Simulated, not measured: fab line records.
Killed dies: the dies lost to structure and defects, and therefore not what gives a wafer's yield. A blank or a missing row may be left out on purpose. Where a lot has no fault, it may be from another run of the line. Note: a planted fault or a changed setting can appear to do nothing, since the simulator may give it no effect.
Split-lot experiment | flow sky130 | 27 wafers read across 5 lots, on a route 708 steps long

## THE SPLIT ITSELF
At SKY_VIA4_HDPCVD_00 (deposits SiO2, target thk 1750 nm, time 291.7 s), the setting timeS was moved away from the recipe's 291.7 s on 12 of the 27 wafers read, by -33.5% to +49.4%. For the rest of the wafers, this setting stayed at what the recipe calls for.

Between the split and the reading, the file records no step.

## THE READING
VIA4_HDPCVD_THK at SKY_VIA4_THK_MEAS_01, in nm. Typical for fault-free wafers on this fab line: 1748 nm, with standard deviation 18 nm.

wafer  | tool, chamber at the split | timeS as run, s | against the recipe | VIA4_HDPCVD_THK, nm | against lot-mates on the recipe
L074.1 | hdpcvd-01, 1               | 291.7           | recipe             | 1718                | -
L074.2 | hdpcvd-01, 0               | 291.7           | recipe             | 1705                | -
L074.3 | hdpcvd-01, 2               | 291.7           | recipe             | 1733                | -
L074.4 | hdpcvd-01, 1               | 435.9           | +49.4%             | 2589                | +870
L074.5 | hdpcvd-01, 2               | 435.9           | +49.4%             | 2612                | +893
L074.6 | hdpcvd-01, 0               | 435.9           | +49.4%             | 2576                | +857
L075.1 | hdpcvd-01, 1               | 194             | -33.5%             | 1143                | -616
L075.2 | hdpcvd-01, 2               | 291.7           | recipe             | 1769                | -
L075.3 | hdpcvd-01, 0               | 291.7           | recipe             | 1758                | -
L075.4 | hdpcvd-01, 0               | 291.7           | recipe             | 1750                | -
L075.5 | hdpcvd-01, 1               | 194             | -33.5%             | 1163                | -596
L075.6 | hdpcvd-01, 2               | 194             | -33.5%             | 1167                | -592
L077.4 | hdpcvd-02, 2               | 291.7           | recipe             | 1767                | -
L077.5 | hdpcvd-02, 0               | 291.7           | recipe             | 1756                | -
L077.6 | hdpcvd-02, 1               | 291.7           | recipe             | 1721                | -
L079.1 | hdpcvd-02, 0               | 345.5           | +18.4%             | 2080                | +316
L079.2 | hdpcvd-02, 2               | 291.7           | recipe             | 1770                | -
L079.3 | hdpcvd-02, 2               | 345.5           | +18.4%             | 2095                | +331
L079.4 | hdpcvd-02, 0               | 291.7           | recipe             | 1756                | -
L079.5 | hdpcvd-02, 2               | 291.7           | recipe             | 1766                | -
L079.6 | hdpcvd-02, 0               | 345.5           | +18.4%             | 2099                | +335
L084.1 | hdpcvd-02, 2               | 236.5           | -18.9%             | 1408                | -330
L084.2 | hdpcvd-02, 1               | 291.7           | recipe             | 1731                | -
L084.3 | hdpcvd-02, 0               | 236.5           | -18.9%             | 1437                | -301
L084.4 | hdpcvd-02, 0               | 236.5           | -18.9%             | 1423                | -315
L084.5 | hdpcvd-02, 1               | 291.7           | recipe             | 1738                | -
L084.6 | hdpcvd-02, 2               | 291.7           | recipe             | 1746                | -

THE FIT
A straight line over all 27 wafers: VIA4_HDPCVD_THK changes by +17.4 nm for each +1% of timeS; r = +1.00; the points scatter about the line by 20 nm.
The same after taking each lot's own level away (the mean of its wafers on the recipe; 27 wafers): +17.7 nm for each +1%; r = +1.00; scatter 14 nm.
That fit puts the effect of the largest move of timeS on the reading at 8.7e+02 nm.
From 1718.7 to 1764.0 nm: that is the span of the lots' own levels, equal to 2.5 times the standard deviation above.
The two slopes are in agreement: the lot-to-lot level therefore moves the slope only a little.
Check: +876 nm against its lot-mates is what the line predicts for one of the wafers moved furthest among these (+49.4%) when that wafer is left out of the fit. Against them it came out at +870 nm.

## OTHER SPLITS ON THESE WAFERS
Other splits were also applied to these wafers ahead of the reading. Each is held against what the fit with the lots' levels taken away leaves over:
other split on the same wafers    | wafers away from the commonest value | r with VIA4_HDPCVD_THK (lot level and that fit taken away)
SKY_METAL3_ETCH_16 timeS          | 9                                    | +0.10
SKY_CAP2M_DEVELOP_11 developTimeS | 12                                   | +0.02

## THE WHOLE CHAIN: every reading that the file lists as answering this split, in the file's order
step                 | what it does                                    | reading                                                                       | change (the file's fit)              | r (the file's)
SKY_VIA4_HDPCVD_00   | deposits SiO2, target thk 1750 nm, time 291.7 s | SiO2_of_VIA4_HDPCVD_00.thkNm (the simulator's own value, which no gauge read) | +17.7 nm for each +1% of the setting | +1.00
SKY_VIA4_THK_MEAS_01 |                                                 | VIA4_HDPCVD_THK                                                               | +17.7 for each +1% of the setting    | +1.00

## FILE'S OWN FIT
VIA4_HDPCVD_THK changes by +17.7 nm for each +1% of timeS, r = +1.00.
